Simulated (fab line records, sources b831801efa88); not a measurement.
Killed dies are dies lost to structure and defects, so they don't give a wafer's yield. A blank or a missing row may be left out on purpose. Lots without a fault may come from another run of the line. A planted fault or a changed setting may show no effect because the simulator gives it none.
A struck lot beside a sound one | flow sky130 | 15 steps out of a route of 708
Sound: wafers L113.2, L113.3, L113.6. Struck: wafers L125.2, L125.4, L125.5. The cause comes at the end.
At each step with rows: each side's tool, then ch and its chambers, then its first start. Under that, the readings that differ: sound wafers | struck wafers | difference of the means | sigmas: that difference in standard deviations of wafers without a fault.
alike: readings whose means differ by less than 2 such deviations, and words and numbers that are the same on both sides. not compared: withheld readings, readings that some wafer has no value for, bounds like >300 that may hide the same value, and numbers for which the record gives no deviation and whose values overlap.
The two part at a step that has a row with sigmas, a row that says differs or no value, or rows on one side only. Numbers that don't overlap but have no deviation are shown without sigmas and don't part them. A reading that every wafer of one side lacks parts them only if that side has two wafers or more.

first, 6 steps without rows for these wafers: SKY_LDD_N_HMDS_01 (prime time 60 s); SKY_LDD_N_COAT_02 (resist thk 300 nm); SKY_LDD_N_SOFTBAKE_03 (time 60 s); SKY_LDD_N_EXPOSE_04 (exposes mask NTM, target cd 840 nm); SKY_LDD_N_PEB_05; SKY_LDD_N_DEVELOP_06 (develop time 60 s).
SKY_LDD_N_OVL_MEAS_07:
  sound on overlay-01, day 18 14:38; struck on overlay-02, day 23 06:04
  alike: LDD_N_OVL
then, 5 steps without rows for these wafers: SKY_LDD_N_IMPLANT_08; SKY_LDD_N_IMPLANT_09; SKY_LDD_N_IMPLANT_10; SKY_LDD_N_IMPLANT_11; SKY_LDD_N_IMPLANT_12.
SKY_LDD_N_IMPLANT_13:
  sound on implanter-02 ch 0, day 18 15:27; struck on implanter-02 ch 0, day 23 06:53
  reading            | sound                | struck               | difference | sigmas
  tilt_deg (degrees) | 30.001 30.010 29.977 | -0.045 -0.012 -0.046 | -30.030    | -99 or more
then, 1 step without rows for these wafers: SKY_LDD_N_IMPLANT_14.
-- the record jumps here: 27 days lie between the struck wafers' starts before and after (it left off in module LDD_N and takes up again in module PAD_OPEN, whose first step shown is number 708 of the route) --
SKY_PAD_OPEN_PROBE_99:
  sound on prober-02, day 46 15:25; struck on prober-01, day 49 21:22
  alike: killed_at_M0_to_M3, killed_at_M4_up, killed_at_contacts, killed_at_front_end, killed_at_other, killed_dies, killed_open, killed_short
  not compared: model.etest.nfet_01v8_turned.vt_sat_v

WHERE THEY PART
Only at SKY_LDD_N_IMPLANT_13, within this record. Later steps at which nothing parts them and some readings are alike: SKY_PAD_OPEN_PROBE_99.

WHY: what the simulator had put in
Process parameter drift: implanter-02, from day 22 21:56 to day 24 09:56, at SKY_LDD_N_IMPLANT_13. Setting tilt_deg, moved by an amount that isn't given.
